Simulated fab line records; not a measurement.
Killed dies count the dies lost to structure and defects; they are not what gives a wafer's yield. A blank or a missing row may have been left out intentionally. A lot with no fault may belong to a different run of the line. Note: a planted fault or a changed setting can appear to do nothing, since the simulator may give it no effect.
fab line records -- flow sky130
record: lots: 6, wafers: 18, last-day: 50
route steps=708 shown METAL1@440 PAD_OPEN@708
lots with no fault: from the same line, run without faults
start-h: hours from the record's first day to the start of the lot's first wafer shown -- wait-h: hours from the lot's prior step to this one -- " repeats the value in the row above -- L1.1+2: several wafers, shown together as one row -- - no value, or no start was given -- * or withheld: withheld -- < > ~ a bound
route shown NAME@n: NAME is a module with steps in the file, n the number in the route of the first one -- usual: mean and standard deviation over wafers with no fault -- same: alike in all rows -- chamber/n: place in a boat -- sites: each site's reading -- _std_site: how widely they spread, as a standard deviation -- _edge_site: outer sites' mean less inner sites' -- radius-mm: for every site, how far away it sits from the centre of the wafer -- mask NAME#n: copy n -- behind: the tool/chamber that last shaped the wafer -- hold: why the lot went on hold/how many hours it stayed there/how the hold came to an end -- device: whichever transistor did not switch (one of n, p or np) -- end of line: the same wafers' tests at the end of the route -- for a step that has no rows: nothing shown but its recipe -- killed: dies lost to structure and defects at the first sort, not the wafer's yield -- map: the dies of a wafer, with x for killed, . for not killed, _ for no die there
set.NAME: the setting the step ran with; set.NAME@STEP: the setting that earlier step ran with -- model.NAME: the simulator's own value behind a step, which no gauge read
lots at some steps of the route; a table a step, a row a wafer
services: from which hour (start-h, from the record's first day; less than 0 if before it) a tool's chamber was out of use, for how many hours, and why
== steps ==
step: SKY_METAL1_THK_MEAS_06
recipe: thk-meas-gauge: xrf, reads: AlCu_of_METAL1_SPUTTER_02
usual: METAL1_ALCU_THK: 254.2/2.9
lot.wafer,tool,chamber,start-h,wait-h,METAL1_ALCU_THK[nm]
L547.1,film-metro-02,-,744.16,0.1,250.1
L547.3,film-metro-02,-,744.16,0.1,249.8
L547.5,film-metro-02,-,744.16,0.1,249.2
L550.1,film-metro-04,-,759.60,0.1,253.7
L550.3,film-metro-04,-,759.60,0.1,254.7
L550.5,film-metro-04,-,759.60,0.1,254.6
L556.1,film-metro-02,-,813.09,0.1,255.7
L556.2,film-metro-02,-,813.09,0.1,252.3
L556.3,film-metro-02,-,813.09,0.1,254.9
L558.1,film-metro-04,-,824.28,0.1,260.4
L558.3,film-metro-04,-,824.28,0.1,251.0
L558.4,film-metro-04,-,824.28,0.1,253.9
L565.2,film-metro-04,-,867.43,0.1,256.3
L565.5,film-metro-04,-,867.43,0.1,256.6
L565.6,film-metro-04,-,867.43,0.1,258.9
L568.3,film-metro-03,-,893.04,0.1,250.2
L568.4,film-metro-03,-,893.04,0.1,248.3
L568.6,film-metro-03,-,893.04,0.1,249.1
step: SKY_METAL1_DEHYDRATE_07
recipe: temp-c: 200, time-s: 60
step: SKY_METAL1_HMDS_08
recipe: prime-time-s: 60, prime-temp-c: 120
step: SKY_METAL1_COAT_09
recipe: resist: BARC, temp-c: withheld, time-s: withheld, spin-rpm: 3000, resist-thk-nm: 60
step: SKY_METAL1_COAT_10
recipe: resist: KrF-thick, spin-rpm: 3000, resist-thk-nm: 450
step: SKY_METAL1_SOFTBAKE_11
recipe: temp-c: 100, time-s: 90, resist: KrF-thick
step: SKY_METAL1_EXPOSE_12
recipe: mask-id: MM1, na: 0.8, source-shape: annular, sigma-inner: 0.55, sigma-outer: 0.85, target-cd-nm: 140, dose-mj: 28
step: SKY_METAL1_PEB_13
recipe: peb-temp-c: withheld, peb-time-s: withheld, resist: KrF-thick
step: SKY_METAL1_DEVELOP_14
recipe: develop-time-s: 60, resist: KrF-thick, dev-temp-c: 21
step: SKY_METAL1_CD_MEAS_15
recipe: target-cd-nm: 140
usual: cd-nm: 140.3/1.6
lot.wafer,tool,chamber,start-h,wait-h,cd-nm
L547.1,cd-sem-02,-,770.51,-,139.9
L547.3,cd-sem-02,-,770.51,-,140.5
L547.5,cd-sem-02,-,770.51,-,143.2
L550.1,cd-sem-02,-,787.07,-,139.2
L550.3,cd-sem-02,-,787.07,-,141.1
L550.5,cd-sem-02,-,787.07,-,141.1
L556.1,cd-sem-02,-,839.01,-,138.9
L556.2,cd-sem-02,-,839.01,-,138.8
L556.3,cd-sem-02,-,839.01,-,138.4
L558.1,cd-sem-01,-,850.03,-,139.1
L558.3,cd-sem-01,-,850.03,-,139.5
L558.4,cd-sem-01,-,850.03,-,139.4
L565.2,cd-sem-01,-,893.24,-,138.9
L565.5,cd-sem-01,-,893.24,-,139.6
L565.6,cd-sem-01,-,893.24,-,140.5
L568.3,cd-sem-01,-,917.90,-,140.9
L568.4,cd-sem-01,-,917.90,-,142.8
L568.6,cd-sem-01,-,917.90,-,142.0
step: SKY_METAL1_OVL_MEAS_16
usual: METAL1_OVL: 2/6.2
lot.wafer,tool,chamber,start-h,wait-h,METAL1_OVL[nm]
L547.1,overlay-01,-,770.63,0.1,-8
L547.3,overlay-01,-,770.63,0.1,-8
L547.5,overlay-01,-,770.63,0.1,-1
L550.1,overlay-01,-,787.19,0.1,-1
L550.3,overlay-01,-,787.19,0.1,6
L550.5,overlay-01,-,787.19,0.1,1
L556.1,overlay-02,-,839.13,0.1,-1
L556.2,overlay-02,-,839.13,0.1,-1
L556.3,overlay-02,-,839.13,0.1,1
L558.1,overlay-02,-,850.15,0.1,0
L558.3,overlay-02,-,850.15,0.1,-1
L558.4,overlay-02,-,850.15,0.1,-1
L565.2,overlay-01,-,893.34,0.1,4
L565.5,overlay-01,-,893.34,0.1,-4
L565.6,overlay-01,-,893.34,0.1,-4
L568.3,overlay-01,-,917.99,0.1,-3
L568.4,overlay-01,-,917.99,0.1,-1
L568.6,overlay-01,-,917.99,0.1,-1
step: SKY_METAL1_DESCUM_17
recipe: chemistry: O2, source-power-w: 150, bias-power-w: 0, pressure-mtorr: 10, temp-c: 40, time-s: 8
usual: drypump-motor-current-A: 6.0/0.37, oes-product-au: 1.001/0.0078
same: time-s: 8
lot.wafer,tool,chamber,start-h,wait-h,drypump-motor-current-A,oes-product-au,rf-hours-counter-h
L547.1,rie-metal-03,0,770.66,0.0,5.6,1.006,0
L547.3,rie-metal-03,0,770.66,0.0,5.6,1.005,-
L547.5,rie-metal-03,0,770.66,0.0,5.6,1.006,-
L550.1,rie-metal-01,1,787.22,0.0,6.2,1.007,14
L550.3,rie-metal-01,1,787.22,0.0,6.2,1.005,-
L550.5,rie-metal-01,0,787.22,0.0,6.4,1.004,-
L556.1,rie-metal-01,1,839.16,0.0,6.2,1.012,16
L556.2,rie-metal-01,0,839.16,0.0,6.4,0.984,1
L556.3,rie-metal-01,0,839.16,0.0,6.4,0.988,-
L558.1,rie-metal-01,0,850.18,0.0,6.4,0.988,2
L558.3,rie-metal-01,0,850.18,0.0,6.4,0.993,-
L558.4,rie-metal-01,0,850.18,0.0,6.4,0.989,-
L565.2,rie-metal-02,0,893.37,0.0,6.2,0.993,10
L565.5,rie-metal-02,1,893.37,0.0,5.5,0.996,-
L565.6,rie-metal-02,0,893.37,0.0,6.2,0.989,-
L568.3,rie-metal-03,1,918.02,0.0,5.4,0.996,-
L568.4,rie-metal-03,0,918.02,0.0,5.6,1.001,-
L568.6,rie-metal-03,1,918.02,0.0,5.4,0.998,-
step: SKY_METAL1_ETCH_18
recipe: chemistry: N2/H2, target: BARC, ion-energy-ev: 200, bias-w: 100, pressure-mtorr: 30, n2-flow-sccm: 100, h2-flow-sccm: 200, icp-w: 500, stop-on: SiO2, time-s: 45.9, target-depth-a: 600
usual: bias-w: 100.0/0.31, drypump-motor-current-A: 6.0/0.37, oes-product-au: 0.855/0.0048, throttle-valve-pct: 13.225/0.0089
same: time-s: 45.9
lot.wafer,tool,chamber,start-h,wait-h,bias-w,drypump-motor-current-A,oes-product-au,rf-hours-counter-h,throttle-valve-pct
L547.1,rie-metal-03,0,770.69,0.0,100.2,5.6,0.853,0,13.231
L547.3,rie-metal-03,0,770.69,0.0,100.4,5.6,0.846,-,13.228
L547.5,rie-metal-03,0,770.69,0.0,99.9,5.6,0.854,-,13.221
L550.1,rie-metal-01,1,787.25,0.0,99.8,6.2,0.854,14,13.226
L550.3,rie-metal-01,1,787.25,0.0,100.1,6.2,0.850,-,13.236
L550.5,rie-metal-01,0,787.25,0.0,99.8,6.4,0.849,-,13.214
L556.1,rie-metal-01,1,839.20,0.0,99.8,6.2,0.854,16,13.227
L556.2,rie-metal-01,0,839.20,0.0,93.4,6.4,0.852,1,13.219
L556.3,rie-metal-01,0,839.20,0.0,93.4,6.4,0.857,-,13.205
L558.1,rie-metal-01,0,850.27,0.1,94.1,6.4,0.854,2,13.225
L558.3,rie-metal-01,0,850.27,0.1,94.2,6.4,0.858,-,13.226
L558.4,rie-metal-01,0,850.27,0.1,94.3,6.4,0.848,-,13.236
L565.2,rie-metal-02,0,893.40,0.0,99.8,6.2,0.864,10,13.218
L565.5,rie-metal-02,1,893.40,0.0,100.0,5.6,0.854,-,13.218
L565.6,rie-metal-02,0,893.40,0.0,99.9,6.2,0.854,-,13.221
L568.3,rie-metal-03,1,918.07,0.0,99.7,5.4,0.851,-,13.210
L568.4,rie-metal-03,0,918.07,0.0,100.3,5.6,0.863,-,13.222
L568.6,rie-metal-03,1,918.07,0.0,100.2,5.4,0.854,-,13.220
step: SKY_METAL1_METAL_ETCH_19
recipe: target-depth-a: 3600, stop-on: SiO2, over-etch-frac: 0.3, time-s: 78, chemistry: Cl2/BCl3, resist-sidewall-deg: 88, pressure-mtorr: 10, icp-w: 900, bias-w: 48.5, Cl2_flow_sccm: 60, bcl3-flow-sccm: 30
usual: bias-w: 48.48/0.14, drypump-motor-current-A: 6.0/0.37, oes-product-au: 0.856/0.0049, throttle-valve-pct: 22.264/0.0094
same: over-etch-frac: 0.3, time-s: 78
lot.wafer,tool,chamber,start-h,wait-h,bias-w,drypump-motor-current-A,oes-product-au,rf-hours-counter-h,throttle-valve-pct
L547.1,rie-metal-03,0,770.76,0.0,48.35,5.6,0.858,0,22.261
L547.3,rie-metal-03,0,770.76,0.0,48.37,5.6,0.860,-,22.256
L547.5,rie-metal-03,0,770.76,0.0,48.51,5.6,0.850,-,22.233
L550.1,rie-metal-01,1,787.32,0.0,48.63,6.2,0.852,14,22.258
L550.3,rie-metal-01,1,787.32,0.0,48.63,6.2,0.859,-,22.260
L550.5,rie-metal-01,0,787.32,0.0,48.47,6.4,0.856,-,22.264
L556.1,rie-metal-01,1,839.26,0.0,48.45,6.2,0.856,16,22.283
L556.2,rie-metal-01,0,839.26,0.0,48.58,6.4,0.856,1,22.265
L556.3,rie-metal-01,0,839.26,0.0,48.45,6.4,0.857,-,22.266
L558.1,rie-metal-01,0,850.44,0.1,48.42,6.4,0.857,2,22.263
L558.3,rie-metal-01,0,850.44,0.1,48.34,6.4,0.850,-,22.268
L558.4,rie-metal-01,0,850.44,0.1,48.44,6.4,0.858,-,22.275
L565.2,rie-metal-02,0,893.47,0.0,48.48,6.2,0.854,10,22.267
L565.5,rie-metal-02,1,893.47,0.0,48.37,5.5,0.853,-,22.260
L565.6,rie-metal-02,0,893.47,0.0,48.57,6.2,0.869,-,22.260
L568.3,rie-metal-03,1,918.14,0.1,48.65,5.4,0.858,-,22.269
L568.4,rie-metal-03,0,918.14,0.1,48.29,5.6,0.856,-,22.258
L568.6,rie-metal-03,1,918.14,0.1,48.44,5.4,0.848,-,22.270
step: SKY_PAD_OPEN_PROBE_99
usual: defect-limited-yield: 82.7/2, killed_at_M0_to_M3: 42/6.8, killed_at_M4_up: 3.2/1.8, killed-at-contacts: 25/5.4, killed-at-front-end: 15/4.5, killed-at-other: 0.3/0.56, killed-dies: 85/9.7, killed-open: 46/7.1, killed-short: 39/6.5, sort_bin_3_pad_short: 0.9/0.42, sort_bin_5_function: 10.4/1.5, sort_bin_6_memory: 6.1/1.1, sort-n-pass: 407/9.7, sort-yield-pct: 82.7/2
same: gross-dies: 492, killed-at-back-side: 0, sort_bin_4_leakage[%]: 0, sort_bin_8_speed[%]: 0
lot.wafer,tool,chamber,start-h,wait-h,defect-limited-yield[%],killed_at_M0_to_M3,killed_at_M4_up,killed-at-contacts,killed-at-front-end,killed-at-other,killed-dies,killed-open,killed-short,sort_bin_3_pad_short[%],sort_bin_5_function[%],sort_bin_6_memory[%],sort-n-pass,sort-yield-pct[%]
L547.1,prober-01,-,1081.64,0.1,79.1,58,1,28,15,1,103,54,49,0.6,13.0,7.3,389,79.1
L547.3,prober-01,-,1081.74,0.2,83.7,34,2,29,15,0,80,42,38,0.6,10.2,5.5,412,83.7
L547.5,prober-01,-,1081.84,0.2,82.3,49,3,24,10,1,87,45,42,1.4,12.2,4.1,405,82.3
L550.1,prober-02,-,1094.63,0.1,80.1,53,2,21,22,0,98,53,45,1.2,12.2,6.5,394,80.1
L550.3,prober-02,-,1094.73,0.2,82.5,42,4,33,7,0,86,48,38,1.2,10.2,6.1,406,82.5
L550.5,prober-02,-,1094.83,0.2,80.5,48,3,35,10,0,96,49,47,1.2,11.0,7.3,396,80.5
L556.1,prober-02,-,1134.69,0.1,83.9,38,7,24,10,0,79,42,37,1.0,10.0,5.1,413,83.9
L556.2,prober-02,-,1134.74,0.1,84.1,47,3,17,11,0,78,39,39,0.4,8.9,6.5,414,84.1
L556.3,prober-02,-,1134.79,0.2,82.9,32,6,27,19,0,84,43,41,0.6,11.0,5.5,408,82.9
L558.1,prober-02,-,1141.89,0.1,82.1,51,4,14,19,0,88,52,36,1.8,9.6,6.5,404,82.1
L558.3,prober-02,-,1141.99,0.2,80.5,51,2,27,15,1,96,61,34,0.2,11.0,8.3,396,80.5
L558.4,prober-02,-,1142.04,0.2,82.5,38,6,30,12,0,86,49,37,1.0,11.2,5.3,406,82.5
L565.2,prober-01,-,1174.33,0.1,81.1,42,3,28,19,1,93,58,35,0.8,11.8,6.3,399,81.1
L565.5,prober-01,-,1174.48,0.2,82.7,41,2,20,22,0,85,50,35,0.2,12.2,4.9,407,82.7
L565.6,prober-01,-,1174.53,0.2,81.5,47,2,27,14,1,91,56,35,1.0,12.0,5.5,401,81.5
L568.3,prober-02,-,1190.72,0.2,85.0,33,3,27,11,0,74,38,36,0.4,8.7,5.9,418,85.0
L568.4,prober-02,-,1190.77,0.2,81.7,50,1,26,13,0,90,45,45,1.4,12.4,4.5,402,81.7
L568.6,prober-02,-,1190.87,0.2,82.7,47,5,19,13,1,85,48,36,1.4,9.8,6.1,407,82.7
killed by level:class
L547.1 VIA1:geometric-particle:open=14 LI_CONTACT:geometric-particle:open=11 METAL1:geometric-particle:short=11 VIA3:geometric-particle:open=9 CONTACT:geometric-particle:open=8 METAL3:geometric-particle:short=6 FIELD_ISO:geometric-particle:short=5 LOCAL_INTERCONNECT:geometric-particle:short=5
L547.3 LI_CONTACT:geometric-particle:open=13 CONTACT:geometric-particle:open=9 VIA1:geometric-particle:open=5 METAL3:geometric-particle:short=5 FIELD_ISO:geometric-particle:short=4 POLY_GATE:geometric-particle:short=4 METAL1:geometric-particle:short=4 METAL2:geometric-particle:short=4
L547.5 VIA1:geometric-particle:open=9 CONTACT:geometric-particle:open=9 VIA3:geometric-particle:open=8 VIA1:geometric-particle:short=6 CONTACT:geometric-particle:short=6 METAL2:geometric-particle:short=6 VIA2:geometric-particle:short=6 VIA2:geometric-particle:open=5
L550.1 VIA1:geometric-particle:open=10 METAL2:geometric-particle:short=10 CONTACT:geometric-particle:open=8 VIA2:geometric-particle:open=8 VIA1:geometric-particle:short=8 SPACER:geometric-particle:open=6 LI_CONTACT:geometric-particle:open=6 POLY_GATE:geometric-particle:short=5
L550.3 CONTACT:geometric-particle:open=15 METAL2:geometric-particle:short=12 LI_CONTACT:geometric-particle:open=9 VIA1:geometric-particle:open=8 CONTACT:geometric-particle:short=5 VIA2:geometric-particle:open=5 METAL4:geometric-particle:short=4 VIA3:geometric-particle:open=4
L550.5 LI_CONTACT:geometric-particle:open=13 METAL2:geometric-particle:short=11 CONTACT:geometric-particle:open=10 VIA1:geometric-particle:open=7 VIA2:geometric-particle:open=5 VIA3:geometric-particle:open=5 FIELD_ISO:geometric-particle:short=4 LI_CONTACT:geometric-particle:short=4
L556.1 LI_CONTACT:geometric-particle:open=11 VIA1:geometric-particle:open=7 VIA1:geometric-particle:short=5 METAL2:geometric-particle:short=5 METAL4:geometric-particle:short=5 VIA2:geometric-particle:open=4 CONTACT:geometric-particle:open=4 METAL1:geometric-particle:short=4
L556.2 VIA1:geometric-particle:open=12 VIA2:geometric-particle:open=9 VIA1:geometric-particle:short=7 CONTACT:geometric-particle:short=6 METAL2:geometric-particle:short=6 LI_CONTACT:geometric-particle:open=4 VIA3:geometric-particle:open=4 FIELD_ISO:geometric-particle:short=3
L556.3 LI_CONTACT:geometric-particle:open=10 CONTACT:geometric-particle:open=7 FIELD_ISO:geometric-particle:short=5 METAL1:geometric-particle:short=5 VIA1:geometric-particle:open=5 VIA2:geometric-particle:short=5 FIELD_ISO:geometric-particle:open=4 POLY_GATE:geometric-particle:short=4
L558.1 VIA3:geometric-particle:open=12 VIA1:geometric-particle:open=9 CONTACT:geometric-particle:open=8 VIA1:geometric-particle:short=7 VIA2:geometric-particle:open=7 FIELD_ISO:geometric-particle:open=5 POLY_GATE:geometric-particle:short=5 METAL3:geometric-particle:short=4
L558.3 VIA1:geometric-particle:open=14 CONTACT:geometric-particle:open=12 LI_CONTACT:geometric-particle:open=9 VIA2:geometric-particle:open=9 VIA1:geometric-particle:short=6 VIA3:geometric-particle:short=6 POLY_GATE:geometric-particle:open=5 POLY_GATE:geometric-particle:short=5
L558.4 CONTACT:geometric-particle:open=11 VIA2:geometric-particle:open=7 VIA1:geometric-particle:open=7 LI_CONTACT:geometric-particle:open=6 VIA1:geometric-particle:short=6 CONTACT:geometric-particle:short=5 VIA3:geometric-particle:open=5 LI_CONTACT:geometric-particle:short=4
L565.2 FIELD_ISO:geometric-particle:open=14 LI_CONTACT:geometric-particle:open=12 VIA1:geometric-particle:open=10 METAL2:geometric-particle:short=8 CONTACT:geometric-particle:open=8 VIA3:geometric-particle:open=4 CONTACT:geometric-particle:short=4 METAL1:geometric-particle:short=4
L565.5 VIA1:geometric-particle:open=9 CONTACT:geometric-particle:open=8 VIA2:geometric-particle:open=8 METAL1:geometric-particle:short=7 LI_CONTACT:geometric-particle:open=6 FIELD_ISO:geometric-particle:open=5 METAL2:geometric-particle:short=5 POLY_GATE:geometric-particle:open=4
L565.6 CONTACT:geometric-particle:open=11 LI_CONTACT:geometric-particle:open=10 VIA2:geometric-particle:open=8 METAL1:geometric-particle:short=8 VIA1:geometric-particle:open=7 FIELD_ISO:geometric-particle:open=6 METAL2:geometric-particle:short=4 VIA2:geometric-particle:short=4
L568.3 LI_CONTACT:geometric-particle:open=8 CONTACT:geometric-particle:open=8 VIA3:geometric-particle:short=6 VIA1:geometric-particle:short=6 POLY_GATE:geometric-particle:open=5 LI_CONTACT:geometric-particle:short=5 VIA1:geometric-particle:open=5 FIELD_ISO:geometric-particle:open=4
L568.4 CONTACT:geometric-particle:open=14 VIA1:geometric-particle:open=10 METAL1:geometric-particle:short=8 METAL2:geometric-particle:short=6 METAL3:geometric-particle:short=6 VIA1:geometric-particle:short=5 VIA3:geometric-particle:open=5 FIELD_ISO:geometric-particle:short=4
L568.6 VIA3:geometric-particle:open=9 CONTACT:geometric-particle:open=7 VIA1:geometric-particle:open=7 VIA2:geometric-particle:open=5 METAL2:geometric-particle:short=5 VIA3:geometric-particle:short=5 FIELD_ISO:geometric-particle:short=3 POLY_GATE:geometric-particle:short=3
== services ==
tool,chamber,start-h,hours,kind
rie-metal-01,0,809.89,-,clean
rie-metal-01,0,809.89,19.0,scheduled-down
rie-metal-01,0,809.89,19.0,vent-cycle
rie-metal-03,1,837.73,-,clean
rie-metal-03,1,837.73,18.3,scheduled-down
rie-metal-03,1,837.73,18.3,vent-cycle
rie-metal-01,1,840.22,-,clean
rie-metal-01,1,840.22,21.4,scheduled-down
rie-metal-01,1,840.22,21.4,vent-cycle
rie-metal-02,0,893.96,8.7,repair
== key ==
first-sign: step: SKY_METAL1_ETCH_18, reading: bias-w, direction: down, sigmas: 20, usual: 100.0, struck: 93.9
effect none on later readings
met-at SKY_METAL1_ETCH_18
struck-wafers L556.2,L556.3,L558.1,L558.3,L558.4
onset-between 787.25 839.20
fault: kind: process-parameter-drift, tool: rie-metal-01, chamber: 0, onset-h: 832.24, steps: SKY_METAL1_ETCH_18, channel: bias-w, offset: -6.1267, shape: step, end-h: 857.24, acts-in: these-recipes-only, stated: 100
